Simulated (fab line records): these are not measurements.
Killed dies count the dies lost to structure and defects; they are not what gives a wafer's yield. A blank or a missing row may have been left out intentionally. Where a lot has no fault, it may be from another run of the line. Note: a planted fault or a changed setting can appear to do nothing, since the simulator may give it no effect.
Which of the tools did it?    flow sky130    14 lots (42 wafers sampled), 1 step of a 708-step route

== WHAT THE GAUGES READ, wafer by wafer ==
The record lacks any reading of a measuring or inspecting step that a usual standard deviation could be used to judge.

== WHICH TOOL RAN EACH LOT (tool, then ch and the chambers of the sampled wafers, then the start) ==
lot   SKY_LDD_P_PEB_05
L645  lithoTrack-03 ch 0, day 19 15:26
L647  lithoTrack-03 ch 0, day 20 11:32
L649  lithoTrack-03 ch 0, day 21 01:41
L648  lithoTrack-03 ch 0, day 21 03:08
L651  lithoTrack-04 ch 0, day 21 19:55
L653  lithoTrack-04 ch 0, day 22 12:28
L655  lithoTrack-03 ch 0, day 23 09:25
L656  lithoTrack-02 ch 0, day 23 13:08
L657  lithoTrack-03 ch 0, day 24 08:49
L660  lithoTrack-02 ch 0, day 24 23:46
L663  lithoTrack-04 ch 0, day 25 20:10
L664  lithoTrack-04, day 26 08:56
L666  lithoTrack-03, day 26 23:19
L668  lithoTrack-02 ch 0, day 27 17:55
- SKY_LDD_P_PEB_05

== WHAT THE TOOLS THEMSELVES READ (means of the sampled wafers that have a number; where no wafer has one, the mark that the record gives instead) ==
SKY_LDD_P_PEB_05. Usual: 45.0 Pa for exhaustPa, sd 0.79.
lot   tool           exhaustPa (Pa)  flag
L645  lithoTrack-03  44.5            
L647  lithoTrack-03  45.1            
L649  lithoTrack-03  45.1            
L648  lithoTrack-03  45.6            
L651  lithoTrack-04  44.9            
L653  lithoTrack-04  45.0            
L655  lithoTrack-03  45.3            
L656  lithoTrack-02  45.1            
L657  lithoTrack-03  45.9            
L660  lithoTrack-02  44.6            
L663  lithoTrack-04  45.4            
L664  lithoTrack-04  -               OFF
L666  lithoTrack-03  -               OFF
L668  lithoTrack-02  45.4            

== THE ANSWER, worked out from the rows above alone ==
Rule: a lot is off if the mean of its wafers that have a number lies more than 3 standard deviations from the usual mean. Also off: a lot with no number at a reading for which 4 or more lots have one. Any other lot the step has rows for is counted as sound. The gauges are gone through in route order, then the tools' own readings, and for those a lot's mean is taken as printed above. The first step at which some lot is off is used, and at that step the reading that is off furthest; a lot without a number counts as furthest.
Off: L664, L666, at SKY_LDD_P_PEB_05 (exhaustPa). Without a number there: L664, L666.
If a tool, at that step or one of the process steps before it, ran each lot that is off and ran no sound lot following the first of them, it fits. Not one of the candidates tried fits.

== WHAT WAS PUT IN BY THE SIMULATOR ==
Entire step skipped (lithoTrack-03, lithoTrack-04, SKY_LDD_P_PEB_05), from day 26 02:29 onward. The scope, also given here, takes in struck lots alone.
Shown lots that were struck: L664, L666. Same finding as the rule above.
